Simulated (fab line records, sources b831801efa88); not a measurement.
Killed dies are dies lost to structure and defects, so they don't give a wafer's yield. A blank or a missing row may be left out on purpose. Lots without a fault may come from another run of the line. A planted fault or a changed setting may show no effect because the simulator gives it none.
fab line records | flow sky130 | part 1 of 2: steps 1 to 34 of 46
record lots=5 wafers=15 last_day=51
route steps=708 shown LDD_HVP@284 LDD_LDN@289 SPACER@304 POLY_CUT@307 SD_P@320
lots that met no fault: from a run of the same line without faults
start_h: hours from the record's first day to the start of the lot's first wafer shown | wait_h: hours since the lot's step before | " the same as in the row above | L1.1+2: a row that stands for several wafers | - no value, or no start given | * or withheld: withheld | < > ~ a bound
route shown NAME@n: a module of which the file shows steps, and the number in the route of the first | usual: mean/standard deviation of fault-free wafers | same: alike in all rows | chamber/n: place in a boat | sites: the reading at each site | _std_site: their standard deviation | _edge_site: outer sites' mean less inner sites' | radius_mm: how far each site lies from the wafer's centre | mask NAME#n: copy n | behind: the tool/chamber that last shaped the wafer | hold: why the lot was held/for how many hours/how that ended | device: the transistor (n, p or np) that didn't switch | end of line: the same wafers' tests at the end of the route | a step without rows: its recipe alone | killed: dies lost to structure and defects at the first sort, not the wafer's yield | map: a wafer's dies, x killed, . not, _ none there
set.NAME: the setting as run; set.NAME@STEP: as run at that earlier step | model.NAME: the simulator's own value behind a step, which no gauge read
lots at some steps of the route; a table a step, a row a wafer
services: from which hour (start_h, from the record's first day; less than 0 if before it) a tool's chamber was out of use, for how many hours, and why
## steps
# step SKY_LDD_HVP_DEVELOP_06
# recipe resist=NOVOLAK developer=TMAH develop_time_s=60 dev_temp_c=23
# columns lot.wafer tool chamber start_h wait_h
L083.1+4+5 litho_track-03 0 597.04 0.1
L085.1+3+6 litho_track-02 0 606.36 0.1
L087.4+5+6 litho_track-01 0 625.80 0.1
L094.1+2+6 litho_track-02 0 682.91 0.1
L097.1+2+5 litho_track-01 0 694.22 0.1
# step SKY_LDD_HVP_OVL_MEAS_07
# usual LDD_HVP_OVL=0.1/1.1
# columns lot.wafer tool chamber start_h wait_h LDD_HVP_OVL[nm]
L083.1 overlay-02 - 597.19 0.1 -0.1
L083.4 " - " " 0.5
L083.5 " - " " 1.3
L085.1 overlay-01 - 606.51 0.1 1.4
L085.3 " - " " 1.4
L085.6 " - " " 1.6
L087.4 overlay-01 - 625.89 0.1 -0.1
L087.5 " - " " 0.4
L087.6 " - " " 0.1
L094.1 overlay-02 - 683.06 0.1 1.5
L094.2 " - " " -0.2
L094.6 " - " " 1.3
L097.1 overlay-01 - 694.37 0.1 -0.4
L097.2 " - " " -1.3
L097.5 " - " " -1.6
# step SKY_LDD_HVP_IMPLANT_08
# recipe species=B energy_kev=20 dose_cm2=1.7e+13 tilt_deg=17.9
# columns lot.wafer tool chamber start_h wait_h
L083.1+4+5 implanter-01 0 597.22 0.0
L085.1+3+6 implanter-02 0 606.55 0.0
L087.4+5+6 implanter-01 0 625.99 0.1
L094.1+2+6 implanter-03 0 683.10 0.0
L097.1+2+5 implanter-03 0 694.41 0.0
# step SKY_LDD_HVP_STRIP_09
# recipe chemistry=O2/N2 power_w=1400 pressure_mtorr=1500 platen_temp_c=withheld o2_flow_sccm=3000 n2_flow_sccm=300 overash_fraction=0.5
# usual drypump_motor_current_A=5.8/0.46 oes_product_au=0.408/0.005 strip_time_to_endpoint_s=4.130/0.015
# columns lot.wafer tool chamber start_h wait_h drypump_motor_current_A oes_product_au rf_hours_counter_h strip_time_to_endpoint_s
L083.1 plasma_asher-04 0 597.37 0.1 6.4 0.397 89 4.121
L083.4 " 1 " " 6.1 0.408 - 4.122
L083.5 " 0 " " 6.4 0.408 - 4.150
L085.1 plasma_asher-02 0 606.70 0.1 5.5 0.409 78 4.127
L085.3 " 1 " " 5.2 0.402 - 4.131
L085.6 " 0 " " 5.5 0.412 - 4.105
L087.4 plasma_asher-02 0 626.09 0.1 5.5 0.416 - 4.140
L087.5 " 0 " " 5.5 0.413 - 4.122
L087.6 " 1 " " 5.2 0.406 - 4.131
L094.1 plasma_asher-03 1 683.25 0.1 6.1 0.407 24 4.140
L094.2 " 0 " " 5.4 0.398 24 4.132
L094.6 " 0 " " 5.4 0.414 - 4.139
L097.1 plasma_asher-04 0 694.56 0.1 6.4 0.408 99 4.097
L097.2 " 1 " " 6.1 0.402 99 4.113
L097.5 " 1 " " 6.1 0.408 - 4.123
# step SKY_LDD_HVP_TW_MEAS_10
# usual LDD_HVP_TW=457/3
# columns lot.wafer tool chamber start_h wait_h LDD_HVP_TW
L083.1 film_metro-02 - 597.47 0.1 460
L083.4 " - " " 459
L083.5 " - " " 458
L085.1 film_metro-04 - 606.80 0.1 453
L085.3 " - " " 453
L085.6 " - " " 455
L087.4 film_metro-03 - 626.19 0.1 455
L087.5 " - " " 455
L087.6 " - " " 457
L094.1 film_metro-03 - 683.35 0.1 456
L094.2 " - " " 456
L094.6 " - " " 455
L097.1 film_metro-02 - 694.66 0.1 463
L097.2 " - " " 461
L097.5 " - " " 460
# step SKY_LDD_LDN_DEHYDRATE_00
# recipe temp_c=200 time_s=60
# columns lot.wafer tool chamber start_h wait_h
L083.1+4+5 litho_track-04 0 611.64 14.2
L085.1+3+6 litho_track-03 0 621.49 14.7
L087.4+5+6 litho_track-02 0 640.24 14.0
L094.1+2+6 litho_track-03 0 697.19 13.8
L097.1+2+5 litho_track-03 0 708.04 13.4
# step SKY_LDD_LDN_HMDS_01
# recipe prime_time_s=60 prime_temp_c=120
# columns lot.wafer tool chamber start_h wait_h
L083.1+4+5 litho_track-04 0 611.79 0.1
L085.1+3+6 litho_track-03 0 621.64 0.1
L087.4+5+6 litho_track-02 0 640.39 0.1
L094.1+2+6 litho_track-03 0 697.34 0.1
L097.1+2+5 litho_track-03 0 708.19 0.1
# step SKY_LDD_LDN_COAT_02
# recipe resist=NOVOLAK spin_rpm=3000 resist_thk_nm=1140
# columns lot.wafer tool chamber start_h wait_h
L083.1+4+5 litho_track-04 0 611.94 0.1
L085.1+3+6 litho_track-03 0 621.79 0.1
L087.4+5+6 litho_track-02 0 640.54 0.1
L094.1+2+6 litho_track-03 0 697.49 0.1
L097.1+2+5 litho_track-03 0 708.34 0.1
# step SKY_LDD_LDN_SOFTBAKE_03
# recipe temp_c=90 time_s=60 resist=NOVOLAK
# columns lot.wafer tool chamber start_h wait_h
L083.1+4+5 litho_track-04 0 612.09 0.1
L085.1+3+6 litho_track-03 0 621.94 0.1
L087.4+5+6 litho_track-02 0 640.69 0.1
L094.1+2+6 litho_track-03 0 697.64 0.1
L097.1+2+5 litho_track-03 0 708.49 0.1
# step SKY_LDD_LDN_EXPOSE_04
# recipe mask_id=LDNTM na=0.6 source_shape=conventional sigma_outer=0.6 polarization=unpolarized target_cd_nm=700 dose_mj=140
# columns lot.wafer tool chamber start_h wait_h mask
L083.1+4+5 iline_stepper-01 0 - - LDNTM#0
L085.1+3+6 iline_stepper-02 0 - - LDNTM#0
L087.4+5+6 iline_stepper-01 0 - - LDNTM#0
L094.1+2+6 iline_stepper-02 0 - - LDNTM#0
L097.1+2+5 iline_stepper-02 0 - - LDNTM#0
# step SKY_LDD_LDN_PEB_05
# recipe temp_c=withheld time_s=* resist=NOVOLAK
# columns lot.wafer tool chamber start_h wait_h
L083.1+4+5 litho_track-03 0 - -
L085.1+3+6 litho_track-04 0 - -
L087.4+5+6 litho_track-02 0 - -
L094.1+2+6 litho_track-04 0 - -
L097.1+2+5 litho_track-02 0 - -
# step SKY_LDD_LDN_DEVELOP_06
# recipe resist=NOVOLAK developer=TMAH develop_time_s=60 dev_temp_c=23
# columns lot.wafer tool chamber start_h wait_h
L083.1+4+5 litho_track-03 0 627.04 0.1
L085.1+3+6 litho_track-04 0 636.64 0.1
L087.4+5+6 litho_track-02 0 655.34 0.1
L094.1+2+6 litho_track-04 0 711.54 0.1
L097.1+2+5 litho_track-02 0 722.41 0.1
# step SKY_LDD_LDN_OVL_MEAS_07
# usual LDD_LDN_OVL=-0.4/1.4
# columns lot.wafer tool chamber start_h wait_h LDD_LDN_OVL[nm]
L083.1 overlay-01 - 627.19 0.1 0.3
L083.4 " - " " 0.0
L083.5 " - " " 1.8
L085.1 overlay-01 - 636.79 0.1 -2.0
L085.3 " - " " -2.3
L085.6 " - " " -1.2
L087.4 overlay-01 - 655.43 0.1 -1.8
L087.5 " - " " -0.1
L087.6 " - " " 0.8
L094.1 overlay-01 - 711.69 0.1 -2.5
L094.2 " - " " -1.2
L094.6 " - " " -1.1
L097.1 overlay-02 - 722.56 0.1 0.7
L097.2 " - " " -0.5
L097.5 " - " " 1.4
# step SKY_LDD_LDN_IMPLANT_08
# recipe species=As energy_kev=15 dose_cm2=1.25e+13 tilt_deg=withheld rotation_deg=23
# columns lot.wafer tool chamber start_h wait_h
L083.1+4+5 implanter-03 0 627.22 0.0
L085.1+3+6 implanter-03 0 636.83 0.0
L087.4+5+6 implanter-03 0 655.53 0.1
L094.1+2+6 implanter-04 0 711.73 0.0
L097.1+2+5 implanter-03 0 722.60 0.0
# step SKY_LDD_LDN_IMPLANT_09
# recipe species=As energy_kev=15 dose_cm2=1.25e+13 tilt_deg=withheld rotation_deg=113
# columns lot.wafer tool chamber start_h wait_h
L083.1+4+5 implanter-03 0 627.37 0.1
L085.1+3+6 implanter-03 0 636.98 0.1
L087.4+5+6 implanter-03 0 655.68 0.1
L094.1+2+6 implanter-04 0 711.88 0.1
L097.1+2+5 implanter-03 0 722.75 0.1
# step SKY_LDD_LDN_IMPLANT_10
# recipe species=As energy_kev=15 dose_cm2=1.25e+13 tilt_deg=withheld rotation_deg=203
# columns lot.wafer tool chamber start_h wait_h
L083.1+4+5 implanter-03 0 627.52 0.1
L085.1+3+6 implanter-03 0 637.13 0.1
L087.4+5+6 implanter-03 0 655.83 0.1
L094.1+2+6 implanter-04 0 712.03 0.1
L097.1+2+5 implanter-03 0 722.90 0.1
# step SKY_LDD_LDN_IMPLANT_11
# recipe species=As energy_kev=15 dose_cm2=1.25e+13 tilt_deg=withheld rotation_deg=293
# columns lot.wafer tool chamber start_h wait_h
L083.1+4+5 implanter-03 0 627.67 0.1
L085.1+3+6 implanter-03 0 637.28 0.1
L087.4+5+6 implanter-03 0 655.98 0.1
L094.1+2+6 implanter-04 0 712.18 0.1
L097.1+2+5 implanter-03 0 723.05 0.1
# step SKY_LDD_LDN_STRIP_12
# recipe chemistry=O2/N2 power_w=1400 pressure_mtorr=1500 platen_temp_c=withheld o2_flow_sccm=3000 n2_flow_sccm=300 overash_fraction=0.5
# usual drypump_motor_current_A=5.7/0.5 oes_product_au=0.716/0.004 strip_time_to_endpoint_s=14.17/0.038
# columns lot.wafer tool chamber start_h wait_h drypump_motor_current_A oes_product_au rf_hours_counter_h strip_time_to_endpoint_s
L083.1 plasma_asher-01 0 627.82 0.1 5.0 0.717 51 14.24
L083.4 " 0 " " 5.0 0.715 - 14.19
L083.5 " 1 " " 5.8 0.715 - 14.20
L085.1 plasma_asher-01 0 637.43 0.1 5.0 0.719 52 14.20
L085.3 " 1 " " 5.8 0.719 - 14.16
L085.6 " 1 " " 5.8 0.720 - 14.16
L087.4 plasma_asher-01 1 656.08 0.1 5.8 0.717 - 14.17
L087.5 " 1 " " 5.8 0.715 - 14.18
L087.6 " 0 " " 5.0 0.719 - 14.18
L094.1 plasma_asher-03 1 712.33 0.1 6.1 0.710 26 14.18
L094.2 " 0 " " 5.4 0.713 26 14.19
L094.6 " 0 " " 5.4 0.722 - 14.15
L097.1 plasma_asher-03 1 723.20 0.1 6.1 0.713 27 14.19
L097.2 " 0 " " 5.4 0.716 27 14.14
L097.5 " 0 " " 5.4 0.717 - 14.18
# step SKY_LDD_LDN_TW_MEAS_13
# usual LDD_LDN_TW=1473/11
# columns lot.wafer tool chamber start_h wait_h LDD_LDN_TW
L083.1 film_metro-03 - 627.92 0.1 1476
L083.4 " - " " 1488
L083.5 " - " " 1478
L085.1 film_metro-01 - 637.53 0.1 1464
L085.3 " - " " 1463
L085.6 " - " " 1461
L087.4 film_metro-04 - 656.18 0.1 1477
L087.5 " - " " 1477
L087.6 " - " " 1467
L094.1 film_metro-03 - 712.43 0.1 1491
L094.2 " - " " 1487
L094.6 " - " " 1489
L097.1 film_metro-04 - 723.30 0.1 1470
L097.2 " - " " 1470
L097.5 " - " " 1465
# step SKY_LDD_LDN_CLEAN_14
# recipe chemistry=SC1/SC2 mix=1:4:20 temp_c=70 time_s=150 dry=n2_spin
# columns lot.wafer tool chamber start_h wait_h
L083.1+4+5 wet_bench-04 0 627.98 0.1
L085.1+3+6 wet_bench-03 1 637.59 0.1
L087.4+5+6 wet_bench-02 1 656.21 0.0
L094.1+2+6 wet_bench-03 2 712.49 0.1
L097.1+2+5 wet_bench-03 2 723.36 0.1
# step SKY_SPACER_CVD_00
# recipe material=Si3N4 precursor=DCS/NH3 target_thk_nm=43.1 temp_c=770 time_s=740 pressure_mtorr=250
# usual spike_tc_centre_C=770.0/0.91 zone_power_bottom_pct=18.1/0.41 zone_power_centre_pct=15.1/0.55 zone_power_upper_pct=13.69/0.21
# columns lot.wafer tool chamber start_h wait_h spike_tc_centre_C zone_power_bottom_pct zone_power_centre_pct zone_power_upper_pct
L083.1 lpcvd-02 1 628.03 0.0 770.3 18.1 15.4 13.76
L083.4 " 1 " " 770.1 18.3 15.5 13.68
L083.5 " 1 " " 770.5 18.5 15.4 13.78
L085.1 lpcvd-02 1 637.64 0.0 770.9 18.5 15.4 13.77
L085.3 " 1 " " 769.6 18.3 15.5 13.54
L085.6 " 1 " " 770.2 18.1 15.4 13.99
L087.4 lpcvd-02 0 657.07 0.8 770.3 17.5 14.3 13.30
L087.5 " 0 " " 770.2 17.4 14.3 13.24
L087.6 " 0 " " 771.5 17.6 14.3 13.50
L094.1 lpcvd-02 1 712.59 0.0 771.0 18.0 15.7 13.88
L094.2 " 1 " " 769.7 18.2 15.5 13.82
L094.6 " 1 " " 771.2 18.5 15.5 13.59
L097.1 lpcvd-02 1 723.41 0.0 770.6 18.1 15.5 14.02
L097.2 " 1 " " 770.4 18.4 15.5 13.92
L097.5 " 1 " " 770.8 18.4 15.6 13.74
# step SKY_SPACER_THK_MEAS_01
# recipe reads=Si3N4_of_SPACER_CVD_00
# usual SPACER_CVD_00_THK=43.2/0.41
# columns lot.wafer tool chamber start_h wait_h SPACER_CVD_00_THK[nm]
L083.1 film_metro-03 - 629.24 0.0 43.4
L083.4 " - " " 43.2
L083.5 " - " " 43.3
L085.1 film_metro-03 - 638.84 0.0 43.6
L085.3 " - " " 43.5
L085.6 " - " " 43.3
L087.4 film_metro-01 - 658.31 0.0 42.6
L087.5 " - " " 42.4
L087.6 " - " " 42.6
L094.1 film_metro-03 - 713.79 0.0 43.5
L094.2 " - " " 43.5
L094.6 " - " " 43.4
L097.1 film_metro-02 - 724.62 0.0 43.4
L097.2 " - " " 43.2
L097.5 " - " " 43.3
# step SKY_SPACER_ETCHBACK_02
# recipe chemistry=CH3F/O2 target=Si3N4 stop_on=SiO2 source_w=400 bias_w=80 pressure_mtorr=25 ch3f_flow_sccm=40 O2_flow_sccm=30 time_s=46.7 target_depth_a=450
# usual ch3f_flow_sccm=39.98/0.11 drypump_motor_current_A=5.6/0.42 oes_product_au=0.856/0.0068 throttle_valve_pct=10.562/0.009
# columns lot.wafer tool chamber start_h wait_h ch3f_flow_sccm drypump_motor_current_A oes_product_au rf_hours_counter_h throttle_valve_pct
L083.1 rie_diel-03 3 629.30 0.1 39.97 5.7 0.853 39 10.555
L083.4 " 2 " " 39.90 5.9 0.860 2 10.562
L083.5 " 1 " " 40.16 6.2 0.861 - 10.569
L085.1 rie_diel-02 3 638.90 0.1 39.76 5.3 0.865 53 10.559
L085.3 " 0 " " 40.03 5.3 0.856 12 10.557
L085.6 " 1 " " 39.87 5.0 0.856 - 10.563
L087.4 rie_diel-03 2 658.34 0.0 40.00 5.9 0.856 3 10.563
L087.5 " 1 " " 40.02 6.2 0.846 - 10.547
L087.6 " 0 " " 39.98 5.9 0.847 - 10.567
L094.1 rie_diel-02 1 713.85 0.1 40.00 5.0 0.869 4 10.570
L094.2 " 2 " " 39.89 5.9 0.857 13 10.569
L094.6 " 0 " " 39.96 5.2 0.861 - 10.578
L097.1 rie_diel-04 2 724.68 0.1 40.02 5.4 0.852 7 10.553
L097.2 " 1 " " 40.09 4.8 0.860 19 10.557
L097.5 " 0 " " 40.17 6.3 0.847 - 10.553
# step SKY_POLY_CUT_DEHYDRATE_00
# recipe temp_c=200 time_s=60
# columns lot.wafer tool chamber start_h wait_h
L083.1+4+5 litho_track-04 0 643.29 14.0
L085.1+3+6 litho_track-04 0 652.89 14.0
L087.4+5+6 litho_track-04 0 671.67 13.3
L094.1+2+6 litho_track-03 0 727.24 13.4
L097.1+2+5 litho_track-03 0 738.14 13.4
# step SKY_POLY_CUT_HMDS_01
# recipe prime_time_s=60 prime_temp_c=120
# columns lot.wafer tool chamber start_h wait_h
L083.1+4+5 litho_track-04 0 643.44 0.1
L085.1+3+6 litho_track-04 0 653.04 0.1
L087.4+5+6 litho_track-04 0 671.82 0.1
L094.1+2+6 litho_track-03 0 727.39 0.1
L097.1+2+5 litho_track-03 0 738.29 0.1
# step SKY_POLY_CUT_COAT_02
# recipe resist=BARC temp_c=withheld time_s=withheld spin_rpm=3000 resist_thk_nm=60
# columns lot.wafer tool chamber start_h wait_h
L083.1+4+5 litho_track-04 0 643.59 0.1
L085.1+3+6 litho_track-04 0 653.19 0.1
L087.4+5+6 litho_track-04 0 671.97 0.1
L094.1+2+6 litho_track-03 0 727.54 0.1
L097.1+2+5 litho_track-03 0 738.44 0.1
# step SKY_POLY_CUT_COAT_03
# recipe resist=KrF-thick spin_rpm=3000 resist_thk_nm=450
# columns lot.wafer tool chamber start_h wait_h
L083.1+4+5 litho_track-04 0 - -
L085.1+3+6 litho_track-04 0 - -
L087.4+5+6 litho_track-04 0 - -
L094.1+2+6 litho_track-03 0 - -
L097.1+2+5 litho_track-03 0 - -
# step SKY_POLY_CUT_SOFTBAKE_04
# recipe temp_c=100 time_s=90 resist=KrF-thick
# columns lot.wafer tool chamber start_h wait_h
L083.1+4+5 litho_track-04 0 - -
L085.1+3+6 litho_track-04 0 - -
L087.4+5+6 litho_track-04 0 - -
L094.1+2+6 litho_track-03 0 - -
L097.1+2+5 litho_track-03 0 - -
# step SKY_POLY_CUT_EXPOSE_05
# recipe mask_id=NPCM na=0.8 source_shape=annular sigma_inner=0.55 sigma_outer=0.85 target_cd_nm=270 dose_mj=32
# columns lot.wafer tool chamber start_h wait_h mask
L083.1+4+5 krf_scanner-01 0 - - NPCM#0
L085.1+3+6 krf_scanner-02 0 - - NPCM#0
L087.4+5+6 krf_scanner-01 0 - - NPCM#0
L094.1+2+6 krf_scanner-01 0 - - NPCM#0
L097.1+2+5 krf_scanner-01 0 - - NPCM#0
# step SKY_POLY_CUT_PEB_06
# recipe peb_temp_c=withheld peb_time_s=withheld resist=KrF-thick
# columns lot.wafer tool chamber start_h wait_h
L083.1+4+5 litho_track-03 0 - -
L085.1+3+6 litho_track-01 0 - -
L087.4+5+6 litho_track-01 0 - -
L094.1+2+6 litho_track-01 0 - -
L097.1+2+5 litho_track-03 0 - -
# step SKY_POLY_CUT_DEVELOP_07
# recipe develop_time_s=60 resist=KrF-thick dev_temp_c=21
# columns lot.wafer tool chamber start_h wait_h
L083.1+4+5 litho_track-03 0 - -
L085.1+3+6 litho_track-01 0 - -
L087.4+5+6 litho_track-01 0 - -
L094.1+2+6 litho_track-01 0 - -
L097.1+2+5 litho_track-03 0 - -
# step SKY_POLY_CUT_CD_MEAS_08
# recipe target_cd_nm=270
# usual cd_nm=269.9/1.6
# columns lot.wafer tool chamber start_h wait_h cd_nm
L083.1 cd_sem-01 - 658.09 - 269.1
L083.4 " - " " 268.7
L083.5 " - " " 269.8
L085.1 cd_sem-02 - 667.92 - 270.5
L085.3 " - " " 269.8
L085.6 " - " " 269.5
L087.4 cd_sem-02 - 686.98 - 269.9
L087.5 " - " " 270.5
L087.6 " - " " 269.0
L094.1 cd_sem-01 - 741.67 - 270.1
L094.2 " - " " 270.8
L094.6 " - " " 270.8
L097.1 cd_sem-01 - 751.89 - 269.5
L097.2 " - " " 270.7
L097.5 " - " " 271.0
# step SKY_POLY_CUT_OVL_MEAS_09
# usual POLY_CUT_OVL=-2/4.9
# columns lot.wafer tool chamber start_h wait_h POLY_CUT_OVL[nm]
L083.1 overlay-02 - 658.21 0.1 -3
L083.4 " - " " -2
L083.5 " - " " -3
L085.1 overlay-02 - 668.04 0.1 -5
L085.3 " - " " -1
L085.6 " - " " -4
L087.4 overlay-01 - 687.06 0.1 -1
L087.5 " - " " -4
L087.6 " - " " 3
L094.1 overlay-02 - 741.79 0.1 -9
L094.2 " - " " -6
L094.6 " - " " -7
L097.1 overlay-02 - 752.01 0.1 -5
L097.2 " - " " -3
L097.5 " - " " -4
# step SKY_POLY_CUT_ETCH_10
# recipe chemistry=N2/H2 target=BARC ion_energy_ev=200 source_w=500 bias_w=100 pressure_mtorr=30 n2_flow_sccm=100 h2_flow_sccm=200 stop_on=SiO2 time_s=45.9 target_depth_a=600
# usual drypump_motor_current_A=5.6/0.47 oes_product_au=0.855/0.0049 throttle_valve_pct=13.225/0.01
# columns lot.wafer tool chamber start_h wait_h drypump_motor_current_A oes_product_au rf_hours_counter_h throttle_valve_pct
L083.1 rie_diel-02 2 658.24 0.0 5.9 0.847 12 13.231
L083.4 " 0 " " 5.3 0.851 13 13.232
L083.5 " 3 " " 5.3 0.858 - 13.218
L085.1 rie_diel-01 3 668.08 0.0 6.0 0.854 1 13.231
L085.3 " 2 " " 5.9 0.857 9 13.233
L085.6 " 3 " " 5.9 0.849 - 13.227
L087.4 rie_diel-01 3 687.08 0.0 5.9 0.858 1 13.243
L087.5 " 0 " " 5.8 0.859 - 13.241
L087.6 " 1 " " 6.3 0.857 - 13.204
L094.1 rie_diel-02 1 741.83 0.0 5.0 0.860 5 13.229
L094.2 " 3 " " 5.3 0.863 0 13.232
L094.6 " 2 " " 5.9 0.864 - 13.213
L097.1 rie_diel-04 3 752.05 0.0 5.9 0.855 14 13.224
L097.2 " 2 " " 5.4 0.858 8 13.230
L097.5 " 0 " " 6.2 0.852 - 13.231
